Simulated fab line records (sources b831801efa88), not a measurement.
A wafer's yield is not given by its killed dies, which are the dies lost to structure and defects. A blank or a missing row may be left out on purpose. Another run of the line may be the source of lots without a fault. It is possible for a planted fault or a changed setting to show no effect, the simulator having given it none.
What tool caused it? | flow gf180mcu | Sampling: 13 lots, 39 wafers, 5 of 602 route steps

## WHAT THE GAUGES READ, wafer by wafer
GF_SALICIDE_RS_MEAS_04: measures by four-point-probe.
lot  | measured     | on            | SALICIDE_TIN_RS (ohm/sq)
L807 | day 15 07:33 | film-metro-03 | 16.82 16.57 16.60
L808 | day 15 16:26 | film-metro-04 | 15.86 15.69 16.44
L811 | day 16 20:07 | film-metro-03 | 16.69 16.67 16.72
L812 | day 17 18:09 | film-metro-04 | 8.12 8.27 8.23 8.14 8.24 8.21
L816 | day 19 02:05 | film-metro-03 | 8.35 8.51 8.43 8.35 8.52 8.42
L817 | day 19 04:44 | film-metro-04 | 8.33 8.34 8.42 8.31 8.32 8.41
L820 | day 19 20:23 | film-metro-03 | 16.42 16.36 16.26
L824 | day 21 10:38 | film-metro-03 | 16.45 16.54 16.90
L826 | day 22 07:41 | film-metro-04 | 16.74 16.64 16.47
L827 | day 22 11:16 | film-metro-02 | 16.30 16.03 16.17
L828 | day 22 17:28 | film-metro-02 | 16.61 16.33 16.00
L829 | day 23 02:28 | film-metro-04 | 16.55 16.47 16.40
L830 | day 23 09:41 | film-metro-02 | 16.60 16.61 16.81

GF_M2_OVL_MEAS_15.
lot  | measured     | on         | M2_OVL (nm)
L807 | day 19 14:35 | overlay-01 | 6 5 9
L808 | day 19 20:35 | overlay-01 | -4 -2 0
L811 | day 21 01:41 | overlay-01 | -6 -4 -6
L812 | day 22 00:56 | overlay-02 | -7 -6 -8
L816 | day 23 07:14 | overlay-01 | -9 -5 0
L817 | day 23 10:58 | overlay-01 | 1 -3 -1
L820 | day 23 23:34 | overlay-02 | -4 -3 -4
L824 | day 25 11:38 | overlay-02 | -2 4 -3
L826 | day 26 07:16 | overlay-02 | -5 -4 -5
L827 | day 26 09:08 | overlay-02 | -4 -10 -5
L828 | day 26 14:15 | overlay-01 | -4 -5 -6
L829 | day 26 23:20 | overlay-02 | 2 0 2
L830 | day 27 05:23 | overlay-02 | 3 5 8

GF_M3_RS_MEAS_05: measures by four-point-probe.
lot  | measured     | on            | M3_ALCU_RS (ohm/sq)
L807 | day 20 18:09 | film-metro-01 | 0.0699 0.0694 0.0701
L808 | day 21 00:16 | film-metro-01 | 0.0687 0.0697 0.0685
L811 | day 22 04:51 | film-metro-04 | 0.0675 0.0688 0.0693
L812 | day 23 03:32 | film-metro-01 | 0.0694 0.0700 0.0697
L816 | day 24 08:52 | film-metro-01 | 0.0686 0.0686 0.0683
L817 | day 24 12:39 | film-metro-04 | 0.0693 0.0684 0.0690
L820 | day 25 00:33 | film-metro-01 | 0.0708 0.0707 0.0697
L824 | day 26 12:34 | film-metro-04 | 0.0702 0.0709 0.0702
L826 | day 27 07:07 | film-metro-02 | 0.0684 0.0685 0.0681
L827 | day 27 08:50 | film-metro-01 | 0.0682 0.0686 0.0683
L828 | day 27 14:07 | film-metro-01 | 0.0686 0.0688 0.0695
L829 | day 27 22:32 | film-metro-01 | 0.0700 0.0693 0.0685
L830 | day 28 05:12 | film-metro-04 | 0.0705 0.0692 0.0708

## WHAT TOOL EACH LOT RAN ON (gives the tool, then ch and the chambers of the sampled wafers, and finally the start)
lot  | GF_SALICIDE_SPUTTER_02       | GF_M2_SPUTTER_03
L807 | pvd-sputter-02, day 15 07:30 | pvd-sputter-02, day 18 13:44
L808 | pvd-sputter-01, day 15 16:22 | pvd-sputter-02, day 18 20:05
L811 | pvd-sputter-01, day 16 20:04 | pvd-sputter-02, day 20 01:30
L812 | pvd-sputter-04, day 17 17:43 | pvd-sputter-01, day 21 00:29
L816 | pvd-sputter-02, day 19 01:49 | pvd-sputter-02, day 22 08:02
L817 | pvd-sputter-01, day 19 04:25 | pvd-sputter-01, day 22 11:31
L820 | pvd-sputter-04, day 19 20:18 | pvd-sputter-01, day 23 01:09
L824 | pvd-sputter-02, day 21 10:33 | pvd-sputter-04, day 24 13:46
L826 | pvd-sputter-01, day 22 07:35 | pvd-sputter-02, day 25 09:38
L827 | pvd-sputter-04, day 22 11:13 | pvd-sputter-02, day 25 11:34
L828 | pvd-sputter-02, day 22 17:22 | pvd-sputter-01, day 25 17:08
L829 | pvd-sputter-04, day 23 02:21 | pvd-sputter-04, day 26 02:27
L830 | pvd-sputter-02, day 23 09:37 | pvd-sputter-02, day 26 08:44
- GF_SALICIDE_SPUTTER_02: material Co, target thk 10 nm, time 20 s.
- GF_M2_SPUTTER_03: material Ti, target thk 10 nm, time 6.7 s.

## AS READ BY THE TOOLS THEMSELVES (means over the sampled wafers that have a number; for cases with no such wafer, the mark the record gives instead)
GF_SALICIDE_SPUTTER_02.
lot  | tool           | chamber-pressure-pa (Pa) | throttle-valve-pct (%)
L807 | pvd-sputter-02 | 0.4002                   | 29.3
L808 | pvd-sputter-01 | 0.3997                   | 29.0
L811 | pvd-sputter-01 | 0.3993                   | 30.2
L812 | pvd-sputter-04 | 0.4003                   | 30.0
L816 | pvd-sputter-02 | 0.4000                   | 29.2
L817 | pvd-sputter-01 | 0.4001                   | 28.8
L820 | pvd-sputter-04 | 0.3993                   | 30.3
L824 | pvd-sputter-02 | 0.3999                   | 30.8
L826 | pvd-sputter-01 | 0.4009                   | 29.1
L827 | pvd-sputter-04 | 0.3999                   | 29.8
L828 | pvd-sputter-02 | 0.3996                   | 28.9
L829 | pvd-sputter-04 | 0.4002                   | 29.5
L830 | pvd-sputter-02 | 0.3999                   | 30.3

GF_M2_SPUTTER_03.
lot  | tool           | chamber-pressure-pa (Pa) | throttle-valve-pct (%)
L807 | pvd-sputter-02 | 0.2998                   | 30.2
L808 | pvd-sputter-02 | 0.3006                   | 29.2
L811 | pvd-sputter-02 | 0.3007                   | 29.0
L812 | pvd-sputter-01 | 0.2994                   | 29.9
L816 | pvd-sputter-02 | 0.3000                   | 31.0
L817 | pvd-sputter-01 | 0.2990                   | 29.7
L820 | pvd-sputter-01 | 0.3005                   | 29.0
L824 | pvd-sputter-04 | 0.2998                   | 30.1
L826 | pvd-sputter-02 | 0.3004                   | 30.3
L827 | pvd-sputter-02 | 0.3002                   | 31.8
L828 | pvd-sputter-01 | 0.2999                   | 29.9
L829 | pvd-sputter-04 | 0.3002                   | 29.9
L830 | pvd-sputter-02 | 0.3003                   | 29.3

## THE ANSWER, worked out from the rows above alone
Rule: what is usual is taken from the lots themselves. The widest of any qualifying gaps counts: lots, ordered by their means at a reading, are off when they make up no more than a third of the lots, leave a main group of 4 or more, and stand apart from it by 3 or more times the standard deviation of that group's means. The tables above print the reading to a certain number of digits; a main group whose means all agree to those digits is not used. Also off: a lot with no number at a reading for which 4 or more lots have one. Where the step has rows for the other lots, those lots are counted as sound. After the gauges, taken in route order, come the tools' own readings; for these a lot's mean is taken, as printed above. At the first step where some lot is off, the reading lying furthest off is the one used; lots without a number count as furthest.
Off: L812, L816, L817, seen at GF_SALICIDE_RS_MEAS_04 (SALICIDE_TIN_RS). Main group: mean 16.46 ohm/sq, sd 0.23.
If a tool, at a process step before that reading, ran all the lots that are off and no sound lot after the first of them, it fits. Those tools and the gauges at GF_SALICIDE_RS_MEAS_04 are tried in the same way. Not one of the candidates tried fits.

## WHAT THE SIMULATOR HAD INSERTED
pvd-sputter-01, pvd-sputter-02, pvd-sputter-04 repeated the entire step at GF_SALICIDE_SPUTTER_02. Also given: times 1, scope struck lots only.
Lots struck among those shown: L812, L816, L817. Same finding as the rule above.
